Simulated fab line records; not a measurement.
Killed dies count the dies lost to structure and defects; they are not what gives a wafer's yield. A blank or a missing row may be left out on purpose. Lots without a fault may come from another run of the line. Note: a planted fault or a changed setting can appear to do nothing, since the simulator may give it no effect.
fab line records | flow sky130
record lots=7 | wafers=21 | last-day=50
route steps=708 shown FIELD_ISO@13 PAD_OPEN@708
lots that met no fault: taken from a fault-free run of the same line
start-h: hours from the record's opening day to when the first of the lot's shown wafers began | wait-h: hours since the lot's step before | " as in the row above | L1.1+2: a row that stands for several wafers | - no value present, or no start provided | * or withheld: withheld | < > ~ a bound
route shown NAME@n: names a module that has steps shown in the file, with the first one's number in the route | usual: the fault-free wafers' mean and standard deviation | same: alike in all rows | chamber/n: place in a boat | sites: readings site by site | _std_site: the standard deviation of these | _edge_site: the outer-site mean with the inner-site mean subtracted | radius-mm: how far each site lies from the wafer's centre | mask NAME#n: copy n | behind: tool/chamber where the wafer was last shaped | hold: reason for holding the lot/hours on hold/outcome of the hold | device: the transistor (n, p or np) that didn't switch | end of line: at the end of the route, the tests of the same wafers | a step without rows: its recipe alone | killed: the dies lost at the first sort to structure and to defects; this is not the yield of the wafer | map: per-die view of a wafer (x killed, . not killed, _ where there is no die)
set.NAME: the setting that was run; set.NAME@STEP: the one run at that earlier step | model.NAME: the simulator's own value behind a step, which no gauge read
a table for each step, a row for each wafer; lots at some steps of the route
services: when a tool's chamber went out of use (start-h, in hours from the record's first day, below 0 if earlier), for how many hours, and the reason
## steps
# step SKY_FIELD_ISO_DEVELOP_12
# recipe develop-time-s=60 | resist=KrF-thick | dev-temp-c=21
# step SKY_FIELD_ISO_CD_MEAS_13
# recipe target-cd-nm=150
# usual cd-nm=150.3/1.4
lot.wafer | tool      | chamber | start-h | wait-h | cd-nm
L416.2    | cd-sem-02 | -       | 52.01   | -      | 147.5
L416.3    | "         | -       | "       | "      | 148.5
L416.4    | "         | -       | "       | "      | 148.8
L420.1    | cd-sem-01 | -       | 70.42   | -      | 150.6
L420.2    | "         | -       | "       | "      | 150.1
L420.6    | "         | -       | "       | "      | 149.6
L421.2    | cd-sem-01 | -       | 77.16   | -      | 150.6
L421.5    | "         | -       | "       | "      | 152.2
L421.6    | "         | -       | "       | "      | 151.7
L422.2    | cd-sem-01 | -       | 80.61   | -      | 150.2
L422.5    | "         | -       | "       | "      | 152.0
L422.6    | "         | -       | "       | "      | 150.1
L427.2    | cd-sem-02 | -       | 105.76  | -      | 152.5
L427.3    | "         | -       | "       | "      | 152.6
L427.5    | "         | -       | "       | "      | 150.9
L428.1    | cd-sem-01 | -       | 112.19  | -      | 151.0
L428.3    | "         | -       | "       | "      | 151.0
L428.5    | "         | -       | "       | "      | 150.5
L433.1    | cd-sem-02 | -       | 137.57  | -      | 149.5
L433.2    | "         | -       | "       | "      | 149.6
L433.6    | "         | -       | "       | "      | 151.1
# step SKY_FIELD_ISO_ETCH_14
# recipe chemistry=N2/H2 | target=BARC | ion-energy-ev=200 | source-w=493.9 | bias-w=100 | pressure-mtorr=30 | n2-flow-sccm=100 | h2-flow-sccm=200 | stop-on=SiO2 | time-s=45.9 | target-depth-a=600
# usual drypump-motor-current-A=5.7/0.42 | oes-product-au=0.855/0.0045 | throttle-valve-pct=13.223/0.0092
lot.wafer | tool        | chamber | start-h | wait-h | drypump-motor-current-A | oes-product-au | rf-hours-counter-h | throttle-valve-pct
L416.2    | rie-diel-01 | 0       | 52.11   | 0.1    | 6.4                     | 0.855          | 139                | 13.226
L416.3    | "           | 3       | "       | "      | 5.0                     | 0.857          | 168                | 13.225
L416.4    | "           | 2       | "       | "      | 5.3                     | 0.852          | 86                 | 13.216
L420.1    | rie-diel-01 | 0       | 70.54   | 0.1    | 6.4                     | 0.866          | 139                | 13.222
L420.2    | "           | 3       | "       | "      | 5.0                     | 0.858          | 169                | 13.237
L420.6    | "           | 1       | "       | "      | 5.9                     | 0.856          | -                  | 13.223
L421.2    | rie-diel-04 | 3       | 77.26   | 0.1    | 5.4                     | 0.859          | 4                  | 13.240
L421.5    | "           | 3       | "       | "      | 5.4                     | 0.858          | -                  | 13.214
L421.6    | "           | 2       | "       | "      | 5.5                     | 0.853          | -                  | 13.205
L422.2    | rie-diel-04 | 2       | 80.71   | 0.1    | 5.5                     | 0.852          | 59                 | 13.232
L422.5    | "           | 0       | "       | "      | 6.2                     | 0.853          | -                  | 13.213
L422.6    | "           | 1       | "       | "      | 5.4                     | 0.851          | -                  | 13.216
L427.2    | rie-diel-01 | 3       | 105.86  | 0.1    | 5.0                     | 0.854          | 0                  | 13.224
L427.3    | "           | 1       | "       | "      | 5.9                     | 0.855          | 10                 | 13.216
L427.5    | "           | 0       | "       | "      | 6.4                     | 0.855          | -                  | 13.234
L428.1    | rie-diel-02 | 2       | 112.31  | 0.1    | 5.7                     | 0.855          | 6                  | 13.234
L428.3    | "           | 0       | "       | "      | 6.0                     | 0.865          | 6                  | 13.225
L428.5    | "           | 3       | "       | "      | 6.1                     | 0.863          | -                  | 13.247
L433.1    | rie-diel-01 | 2       | 137.69  | 0.1    | 5.3                     | 0.855          | 88                 | 13.240
L433.2    | "           | 0       | "       | "      | 6.4                     | 0.849          | 140                | 13.226
L433.6    | "           | 1       | "       | "      | 5.9                     | 0.860          | -                  | 13.230
# step SKY_FIELD_ISO_ETCH_15
# recipe chemistry=CHF3/O2 | target-depth-nm=180 | stop-on=Si | source-w=600 | bias-w=200 | pressure-mtorr=40 | chf3-flow-sccm=50 | O2_flow_sccm=5 | time-s=72
# usual O2_flow_sccm=5.000/0.016 | chf3-flow-sccm=49.98/0.18 | drypump-motor-current-A=5.7/0.41 | oes-product-au=0.945/0.007 | throttle-valve-pct=8.844/0.0093
lot.wafer | tool        | chamber | start-h | wait-h | O2_flow_sccm | chf3-flow-sccm | drypump-motor-current-A | oes-product-au | rf-hours-counter-h | throttle-valve-pct
L416.2    | rie-diel-01 | 0       | 52.15   | 0.0    | 4.995        | 50.16          | 6.4                     | 0.935          | 139                | 8.852
L416.3    | "           | 3       | "       | "      | 4.994        | 50.16          | 5.0                     | 0.946          | 168                | 8.839
L416.4    | "           | 2       | "       | "      | 5.008        | 50.10          | 5.3                     | 0.939          | 86                 | 8.825
L420.1    | rie-diel-01 | 0       | 70.58   | 0.0    | 5.010        | 49.95          | 6.4                     | 0.939          | 139                | 8.836
L420.2    | "           | 3       | "       | "      | 4.978        | 50.19          | 5.0                     | 0.934          | 169                | 8.843
L420.6    | "           | 1       | "       | "      | 5.004        | 50.09          | 5.9                     | 0.945          | -                  | 8.824
L421.2    | rie-diel-04 | 3       | 77.30   | 0.0    | 5.003        | 49.99          | 5.4                     | 0.946          | 4                  | 8.848
L421.5    | "           | 3       | "       | "      | 4.993        | 50.01          | 5.4                     | 0.944          | -                  | 8.837
L421.6    | "           | 2       | "       | "      | 5.018        | 49.85          | 5.5                     | 0.937          | -                  | 8.841
L422.2    | rie-diel-04 | 2       | 80.75   | 0.0    | 4.996        | 50.09          | 5.5                     | 0.949          | 59                 | 8.855
L422.5    | "           | 0       | "       | "      | 4.996        | 50.10          | 6.2                     | 0.944          | -                  | 8.844
L422.6    | "           | 1       | "       | "      | 5.006        | 49.82          | 5.4                     | 0.943          | -                  | 8.864
L427.2    | rie-diel-01 | 3       | 105.90  | 0.0    | 4.986        | 50.06          | 5.0                     | 0.949          | 0                  | 8.828
L427.3    | "           | 1       | "       | "      | 4.998        | 50.05          | 5.9                     | 0.954          | 10                 | 8.817
L427.5    | "           | 0       | "       | "      | 4.978        | 49.92          | 6.4                     | 0.942          | -                  | 8.840
L428.1    | rie-diel-02 | 2       | 112.35  | 0.0    | 5.008        | 49.94          | 5.7                     | 0.950          | 6                  | 8.856
L428.3    | "           | 0       | "       | "      | 5.002        | 50.19          | 6.0                     | 0.950          | 6                  | 8.838
L428.5    | "           | 3       | "       | "      | 4.992        | 49.77          | 6.1                     | 0.953          | -                  | 8.852
L433.1    | rie-diel-01 | 2       | 137.73  | 0.0    | 4.999        | 50.08          | 5.3                     | 0.960          | 88                 | 8.860
L433.2    | "           | 0       | "       | "      | 5.014        | 49.86          | 6.4                     | 0.956          | 140                | 8.851
L433.6    | "           | 1       | "       | "      | 5.010        | 50.14          | 5.9                     | 0.956          | -                  | 8.842
# step SKY_FIELD_ISO_STRIP_16
# recipe chemistry=O2/N2 | power-w=1400 | pressure-mtorr=1500 | platen-temp-c=withheld | o2-flow-sccm=3000 | n2-flow-sccm=300 | overash-fraction=0.5
# usual drypump-motor-current-A=6.0/0.36 | oes-product-au=0.378/0.0053 | strip-time-to-endpoint-s=3.55/0.033
lot.wafer | tool            | chamber | start-h | wait-h | drypump-motor-current-A | oes-product-au | rf-hours-counter-h | strip-time-to-endpoint-s
L416.2    | plasma-asher-04 | 1       | 52.20   | 0.0    | 6.1                     | 0.383          | 21                 | 3.53
L416.3    | "               | 1       | "       | "      | 6.1                     | 0.384          | -                  | 3.55
L416.4    | "               | 0       | "       | "      | 5.7                     | 0.375          | -                  | 3.54
L420.1    | plasma-asher-02 | 0       | 70.64   | 0.0    | 5.3                     | 0.383          | 35                 | 3.56
L420.2    | "               | 1       | "       | "      | 5.6                     | 0.384          | 35                 | 3.56
L420.6    | "               | 0       | "       | "      | 5.3                     | 0.382          | -                  | 3.55
L421.2    | plasma-asher-01 | 0       | 77.36   | 0.0    | 5.8                     | 0.385          | 41                 | 3.59
L421.5    | "               | 1       | "       | "      | 6.6                     | 0.379          | -                  | 3.55
L421.6    | "               | 0       | "       | "      | 5.8                     | 0.374          | -                  | 3.54
L422.2    | plasma-asher-04 | 0       | 80.81   | 0.0    | 5.8                     | 0.375          | 25                 | 3.49
L422.5    | "               | 1       | "       | "      | 6.1                     | 0.382          | -                  | 3.47
L422.6    | "               | 0       | "       | "      | 5.7                     | 0.381          | -                  | 3.49
L427.2    | plasma-asher-01 | 0       | 105.95  | 0.0    | 5.7                     | 0.379          | 44                 | 3.62
L427.3    | "               | 0       | "       | "      | 5.7                     | 0.378          | -                  | 3.57
L427.5    | "               | 0       | "       | "      | 5.7                     | 0.376          | -                  | 3.52
L428.1    | plasma-asher-04 | 0       | 112.40  | 0.0    | 5.8                     | 0.372          | 29                 | 3.54
L428.3    | "               | 1       | "       | "      | 6.1                     | 0.380          | -                  | 3.55
L428.5    | "               | 0       | "       | "      | 5.8                     | 0.374          | -                  | 3.55
L433.1    | plasma-asher-04 | 1       | 137.79  | 0.0    | 6.1                     | 0.394          | 32                 | 3.54
L433.2    | "               | 0       | "       | "      | 5.7                     | 0.373          | 32                 | 3.49
L433.6    | "               | 0       | "       | "      | 5.8                     | 0.386          | -                  | 3.53
# step SKY_FIELD_ISO_ETCH_17
# recipe target-depth-a=3420 | mask-material=Si3N4 | chemistry=HBr/Cl2/O2 | target=Si | taper-deg=5 | icp-w=600 | bias-w=150 | pressure-mtorr=15 | HBr_flow_sccm=150 | Cl2_flow_sccm=40 | O2_flow_sccm=6 | time-s=97.7
# usual O2_flow_sccm=5.998/0.017 | drypump-motor-current-A=5.7/0.55 | oes-product-au=0.995/0.0089 | throttle-valve-pct=25.659/0.01
lot.wafer | tool      | chamber | start-h | wait-h | O2_flow_sccm | drypump-motor-current-A | oes-product-au | rf-hours-counter-h | throttle-valve-pct
L416.2    | rie-si-01 | 3       | 52.30   | 0.1    | 5.974        | 6.4                     | 0.990          | 9                  | 25.675
L416.3    | "         | 0       | "       | "      | 5.978        | 6.0                     | 0.998          | 0                  | 25.674
L416.4    | "         | 2       | "       | "      | 5.972        | 6.2                     | 1.015          | 137                | 25.658
L420.1    | rie-si-01 | 1       | 70.74   | 0.1    | 5.989        | 5.2                     | 1.000          | 108                | 25.655
L420.2    | "         | 0       | "       | "      | 5.962        | 6.0                     | 1.001          | 0                  | 25.669
L420.6    | "         | 1       | "       | "      | 5.996        | 5.2                     | 0.992          | -                  | 25.645
L421.2    | rie-si-01 | 3       | 77.46   | 0.1    | 6.006        | 6.4                     | 0.986          | 9                  | 25.660
L421.5    | "         | 2       | "       | "      | 5.991        | 6.2                     | 0.997          | -                  | 25.656
L421.6    | "         | 3       | "       | "      | 5.997        | 6.4                     | 0.986          | -                  | 25.660
L422.2    | rie-si-02 | 2       | 80.91   | 0.1    | 6.006        | 5.2                     | 1.001          | 52                 | 25.650
L422.5    | "         | 1       | "       | "      | 5.974        | 4.9                     | 0.995          | -                  | 25.661
L422.6    | "         | 0       | "       | "      | 5.985        | 5.0                     | 0.984          | -                  | 25.648
L427.2    | rie-si-02 | 2       | 106.05  | 0.1    | 5.980        | 5.2                     | 1.008          | 53                 | 25.666
L427.3    | "         | 3       | "       | "      | 5.999        | 6.3                     | 1.001          | 0                  | 25.646
L427.5    | "         | 3       | "       | "      | 6.017        | 6.3                     | 1.013          | -                  | 25.656
L428.1    | rie-si-01 | 3       | 112.50  | 0.1    | 5.998        | 6.4                     | 0.989          | 9                  | 25.675
L428.3    | "         | 2       | "       | "      | 5.986        | 6.2                     | 0.994          | 137                | 25.666
L428.5    | "         | 2       | "       | "      | 6.004        | 6.2                     | 0.992          | -                  | 25.663
L433.1    | rie-si-01 | 3       | 137.89  | 0.1    | 5.984        | 6.4                     | 0.985          | 10                 | 25.667
L433.2    | "         | 0       | "       | "      | 5.987        | 6.0                     | 1.001          | 1                  | 25.659
L433.6    | "         | 1       | "       | "      | 5.992        | 5.3                     | 0.996          | -                  | 25.647
# step SKY_FIELD_ISO_WET_ETCH_18
# recipe chemistry=H3PO4 | target-depth-nm=25 | temp-c=160 | target=Si3N4 | time-s=276.3
# step SKY_FIELD_ISO_CLEAN_19
# recipe chemistry=SC1/SC2 | mix=1:4:20 | temp-c=70 | time-s=150
# step SKY_FIELD_ISO_CLEAN_20
# recipe chemistry=dHF | time-s=20 | dilution=100:1
# step SKY_FIELD_ISO_WET_ETCH_21
# recipe chemistry=dHF | dilution=100:1 | target-depth-nm=20 | dry=ipa-marangoni | target=SiO2 | temp-c=25 | time-s=400
# step SKY_FIELD_ISO_OXIDATION_22
# recipe temp-c=950 | ambient=O2 | stabilise-s=600 | purge-s=300 | target-thk-a=100 | ox-time-s=623
# step SKY_FIELD_ISO_THK_MEAS_23
# recipe reads=SiO2_of_FIELD_ISO_OXIDATION_22
# usual FIELD_ISO_OXIDATION_01_THK=10.06/0.2
lot.wafer | tool          | chamber | start-h | wait-h | FIELD_ISO_OXIDATION_01_THK[nm]
L416.2    | film-metro-02 | -       | 54.06   | 0.0    | 10.37
L416.3    | "             | -       | "       | "      | 10.29
L416.4    | "             | -       | "       | "      | 10.42
L420.1    | film-metro-02 | -       | 73.10   | 0.0    | 10.04
L420.2    | "             | -       | "       | "      | 10.03
L420.6    | "             | -       | "       | "      | 9.96
L421.2    | film-metro-02 | -       | 79.21   | 0.0    | 9.76
L421.5    | "             | -       | "       | "      | 9.82
L421.6    | "             | -       | "       | "      | 9.81
L422.2    | film-metro-02 | -       | 83.48   | 0.0    | 9.82
L422.5    | "             | -       | "       | "      | 9.78
L422.6    | "             | -       | "       | "      | 9.81
L427.2    | film-metro-02 | -       | 108.57  | 0.0    | 10.19
L427.3    | "             | -       | "       | "      | 10.19
L427.5    | "             | -       | "       | "      | 10.19
L428.1    | film-metro-01 | -       | 114.71  | 0.0    | 10.27
L428.3    | "             | -       | "       | "      | 10.35
L428.5    | "             | -       | "       | "      | 10.55
L433.1    | film-metro-04 | -       | 141.93  | 0.0    | 10.13
L433.2    | "             | -       | "       | "      | 9.86
L433.6    | "             | -       | "       | "      | 9.95
# step SKY_FIELD_ISO_CVD_24
# recipe material=SiO2 | target-thk-nm=595 | temp-c=650 | sigma-open-frac=0.3 | time-s=99.2 | sih4-flow-sccm=60 | pressure-mtorr=6
# usual pressure-mtorr=6.000/0.012 | run-length-s=127.4/0.36
lot.wafer | tool      | chamber | start-h | wait-h | pressure-mtorr | run-length-s
L416.2    | hdpcvd-02 | 0       | 54.11   | 0.0    | 6.004          | 127.3
L416.3    | "         | 2       | "       | "      | 5.998          | 127.2
L416.4    | "         | 0       | "       | "      | 6.007          | 127.2
L420.1    | hdpcvd-01 | 0       | 73.16   | 0.1    | -              | -
L420.2    | "         | 2       | "       | "      | -              | -
L420.6    | "         | 1       | "       | "      | -              | -
L421.2    | hdpcvd-01 | 2       | 79.26   | 0.0    | -              | -
L421.5    | "         | 2       | "       | "      | -              | -
L421.6    | "         | 0       | "       | "      | -              | -
L422.2    | hdpcvd-02 | 2       | 83.53   | 0.0    | -              | -
L422.5    | "         | 2       | "       | "      | -              | -
L422.6    | "         | 1       | "       | "      | -              | -
L427.2    | hdpcvd-02 | 0       | 108.62  | 0.0    | 6.014          | 127.5
L427.3    | "         | 1       | "       | "      | 6.003          | 127.4
L427.5    | "         | 0       | "       | "      | 6.015          | 127.5
L428.1    | hdpcvd-02 | 1       | 114.77  | 0.1    | 5.995          | 127.8
L428.3    | "         | 0       | "       | "      | 6.000          | 127.2
L428.5    | "         | 2       | "       | "      | 5.997          | 127.2
L433.1    | hdpcvd-02 | 0       | 141.99  | 0.1    | 6.004          | 127.9
L433.2    | "         | 1       | "       | "      | 6.008          | 127.5
L433.6    | "         | 1       | "       | "      | 6.005          | 128.5
# step SKY_PAD_OPEN_PROBE_99
# usual defect-limited-yield=83.0/1.9 | killed_at_M0_to_M3=43/6.9 | killed_at_M4_up=3.1/1.9 | killed-at-contacts=24/5.4 | killed-at-front-end=14/4.3 | killed-at-other=0.3/0.53 | killed-dies=84/9.5 | killed-open=46/6.8 | killed-short=38/6 | sort_bin_3_pad_short=0.9/0.46 | sort_bin_5_function=10.0/1.4 | sort_bin_6_memory=6.1/1.1 | sort-n-pass=408/9.5 | sort-yield-pct=83.0/1.9
# same gross-dies=492 | killed-at-back-side=0 | sort_bin_4_leakage[%]=0 | sort_bin_8_speed[%]=0
lot.wafer | tool      | chamber | start-h | wait-h | defect-limited-yield[%] | killed_at_M0_to_M3 | killed_at_M4_up | killed-at-contacts | killed-at-front-end | killed-at-other | killed-dies | killed-open | killed-short | sort_bin_3_pad_short[%] | sort_bin_5_function[%] | sort_bin_6_memory[%] | sort-n-pass | sort-yield-pct[%]
L416.2    | prober-01 | -       | 1099.35 | 0.1    | 79.9                    | 46                 | 4               | 31                 | 18                  | 0               | 99          | 50          | 48           | 2.0                     | 11.2                   | 6.9                  | 393         | 79.9
L416.3    | prober-01 | -       | 1099.40 | 0.2    | 85.4                    | 35                 | 0               | 21                 | 15                  | 1               | 72          | 43          | 29           | 0.4                     | 8.7                    | 5.5                  | 420         | 85.4
L416.4    | prober-01 | -       | 1099.45 | 0.2    | 84.1                    | 46                 | 2               | 19                 | 11                  | 0               | 78          | 50          | 28           | 1.4                     | 8.5                    | 5.9                  | 414         | 84.1
L428.1    | prober-02 | -       | 1168.81 | 0.1    | 84.3                    | 33                 | 5               | 25                 | 14                  | 0               | 77          | 36          | 41           | 1.2                     | 8.5                    | 5.9                  | 415         | 84.3
L428.3    | prober-02 | -       | 1168.91 | 0.2    | 84.1                    | 40                 | 3               | 23                 | 12                  | 0               | 78          | 50          | 28           | 0.6                     | 10.4                   | 4.9                  | 414         | 84.1
L428.5    | prober-02 | -       | 1169.01 | 0.2    | 84.8                    | 42                 | 1               | 26                 | 6                   | 0               | 75          | 50          | 25           | 1.4                     | 8.1                    | 5.7                  | 417         | 84.8
L427.2    | prober-02 | -       | 1172.51 | 0.1    | 86.4                    | 41                 | 3               | 13                 | 10                  | 0               | 67          | 31          | 36           | 0.4                     | 9.1                    | 4.1                  | 425         | 86.4
L427.3    | prober-02 | -       | 1172.56 | 0.2    | 86.2                    | 32                 | 2               | 26                 | 7                   | 1               | 68          | 43          | 25           | 0.2                     | 8.9                    | 4.7                  | 424         | 86.2
L427.5    | prober-02 | -       | 1172.66 | 0.2    | 78.9                    | 43                 | 4               | 32                 | 25                  | 0               | 104         | 53          | 50           | 1.0                     | 13.0                   | 7.1                  | 388         | 78.9
L433.1    | prober-02 | -       | 1195.74 | 0.1    | 84.3                    | 43                 | 5               | 14                 | 15                  | 0               | 77          | 44          | 33           | 1.4                     | 8.7                    | 5.5                  | 415         | 84.3
L433.2    | prober-02 | -       | 1195.79 | 0.1    | 83.1                    | 49                 | 6               | 13                 | 15                  | 0               | 83          | 35          | 48           | 1.0                     | 9.3                    | 6.5                  | 409         | 83.1
L433.6    | prober-02 | -       | 1195.99 | 0.2    | 85.0                    | 40                 | 4               | 20                 | 10                  | 0               | 74          | 35          | 39           | 0.8                     | 10.0                   | 4.3                  | 418         | 85.0
# killed by level:class
L416.2 VIA1:geometric-particle:open=12 LI_CONTACT:geometric-particle:open=8 LOCAL_INTERCONNECT:geometric-particle:short=7 CONTACT:geometric-particle:short=7 CONTACT:geometric-particle:open=7 METAL2:geometric-particle:short=7 METAL1:geometric-particle:short=5 VIA3:geometric-particle:open=5
L416.3 VIA1:geometric-particle:open=9 LI_CONTACT:geometric-particle:open=7 CONTACT:geometric-particle:open=7 VIA3:geometric-particle:open=6 LOCAL_INTERCONNECT:geometric-particle:short=5 METAL2:geometric-particle:short=5 POLY_GATE:geometric-particle:open=4 POLY_GATE:geometric-particle:short=3
L416.4 VIA1:geometric-particle:open=11 VIA2:geometric-particle:open=11 CONTACT:geometric-particle:open=7 METAL1:geometric-particle:short=7 LI_CONTACT:geometric-particle:open=6 VIA3:geometric-particle:open=5 FIELD_ISO:geometric-particle:short=3 FIELD_ISO:geometric-particle:open=3
L428.1 CONTACT:geometric-particle:open=9 LI_CONTACT:geometric-particle:open=7 POLY_GATE:geometric-particle:short=6 VIA1:geometric-particle:open=6 VIA2:geometric-particle:short=6 METAL1:geometric-particle:short=5 VIA2:geometric-particle:open=5 LOCAL_INTERCONNECT:geometric-particle:short=4
L428.3 VIA1:geometric-particle:open=14 CONTACT:geometric-particle:open=10 FIELD_ISO:geometric-particle:open=7 VIA2:geometric-particle:open=6 LI_CONTACT:geometric-particle:short=5 LI_CONTACT:geometric-particle:open=4 VIA3:geometric-particle:open=4 FIELD_ISO:geometric-particle:short=3
L428.5 VIA1:geometric-particle:open=16 LI_CONTACT:geometric-particle:open=8 CONTACT:geometric-particle:open=8 VIA3:geometric-particle:open=6 VIA2:geometric-particle:open=6 CONTACT:geometric-particle:short=4 LI_CONTACT:geometric-particle:short=3 METAL1:geometric-particle:short=3
L427.2 VIA1:geometric-particle:short=10 VIA3:geometric-particle:open=7 VIA1:geometric-particle:open=7 METAL2:geometric-particle:short=5 LI_CONTACT:geometric-particle:short=5 FIELD_ISO:geometric-particle:short=4 METAL1:geometric-particle:short=4 CONTACT:geometric-particle:open=4
L427.3 VIA1:geometric-particle:open=11 LI_CONTACT:geometric-particle:open=8 CONTACT:geometric-particle:open=8 VIA2:geometric-particle:open=6 LOCAL_INTERCONNECT:geometric-particle:short=4 METAL1:geometric-particle:short=4 VIA3:geometric-particle:open=3 FIELD_ISO:geometric-particle:open=2
L427.5 VIA1:geometric-particle:open=15 FIELD_ISO:geometric-particle:short=11 CONTACT:geometric-particle:open=11 CONTACT:geometric-particle:short=8 FIELD_ISO:geometric-particle:open=7 VIA1:geometric-particle:short=7 LI_CONTACT:geometric-particle:open=6 VIA2:geometric-particle:open=5
L433.1 VIA1:geometric-particle:open=11 VIA3:geometric-particle:open=8 FIELD_ISO:geometric-particle:short=7 CONTACT:geometric-particle:open=7 VIA1:geometric-particle:short=5 METAL1:geometric-particle:short=5 METAL4:geometric-particle:short=5 POLY_GATE:geometric-particle:open=4
L433.2 VIA3:geometric-particle:open=10 METAL2:geometric-particle:short=8 METAL1:geometric-particle:short=7 VIA1:geometric-particle:open=7 CONTACT:geometric-particle:short=5 FIELD_ISO:geometric-particle:short=4 VIA1:geometric-particle:short=4 VIA2:geometric-particle:short=4
L433.6 VIA1:geometric-particle:open=9 CONTACT:geometric-particle:open=8 VIA1:geometric-particle:short=8 VIA2:geometric-particle:open=5 VIA3:geometric-particle:open=4 CONTACT:geometric-particle:short=4 METAL1:geometric-particle:short=4 METAL2:geometric-particle:short=4
## services
tool            | chamber | start-h | hours | kind
rie-diel-04     | 1       | 30.33   | 5.3   | repair
plasma-asher-02 | -       | 31.32   | 2.8   | pm
hdpcvd-02       | -       | 66.75   | 15.0  | pm
hdpcvd-02       | 0       | 66.75   | 15.0  | vent-cycle
hdpcvd-02       | 1       | 66.75   | 15.0  | vent-cycle
hdpcvd-02       | 2       | 66.75   | 15.0  | vent-cycle
plasma-asher-02 | -       | 75.86   | 73.9  | repair
rie-diel-01     | 3       | 77.79   | -     | clean
rie-diel-01     | 3       | 77.79   | 20.6  | scheduled-down
rie-diel-01     | 3       | 77.79   | 20.6  | vent-cycle
plasma-asher-01 | -       | 80.70   | 6.3   | repair
hdpcvd-01       | -       | 81.75   | 2.8   | pm
rie-diel-01     | -       | 87.80   | 2.8   | pm
hdpcvd-02       | -       | 95.85   | 1.5   | repair
rie-diel-02     | -       | 100.20  | 2.8   | pm
rie-diel-04     | 1       | 103.29  | 6.7   | repair
rie-diel-04     | 0       | 119.15  | 14.3  | repair
plasma-asher-04 | -       | 123.31  | 2.0   | repair
rie-diel-04     | 2       | 125.97  | 5.7   | repair
rie-diel-01     | 0       | 126.15  | 10.3  | repair
hdpcvd-02       | 2       | 129.25  | 23.4  | repair
hdpcvd-01       | 0       | 129.55  | 3.8   | repair
plasma-asher-04 | -       | 129.92  | 0.5   | repair
rie-diel-01     | 3       | 135.28  | 1.4   | repair
## key
first-sign step=SKY_FIELD_ISO_CVD_24 | reading=tool-record | direction=missing
effect none on later readings
met-at SKY_FIELD_ISO_CVD_24
struck-wafers L420.1,L420.2,L420.6,L421.2,L421.5,L421.6,L422.2,L422.5,L422.6
scrapped-behind SKY_FIELD_ISO_THK_MEAS_25 L420.1,L420.2,L420.6,L421.2,L421.5,L421.6,L422.2,L422.5,L422.6
onset-between 54.11 73.16
fault kind=skipped-step-whole | tool=hdpcvd-01,hdpcvd-02 | chamber=- | onset-h=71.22 | steps=SKY_FIELD_ISO_CVD_24 | scope=struck-lots-only
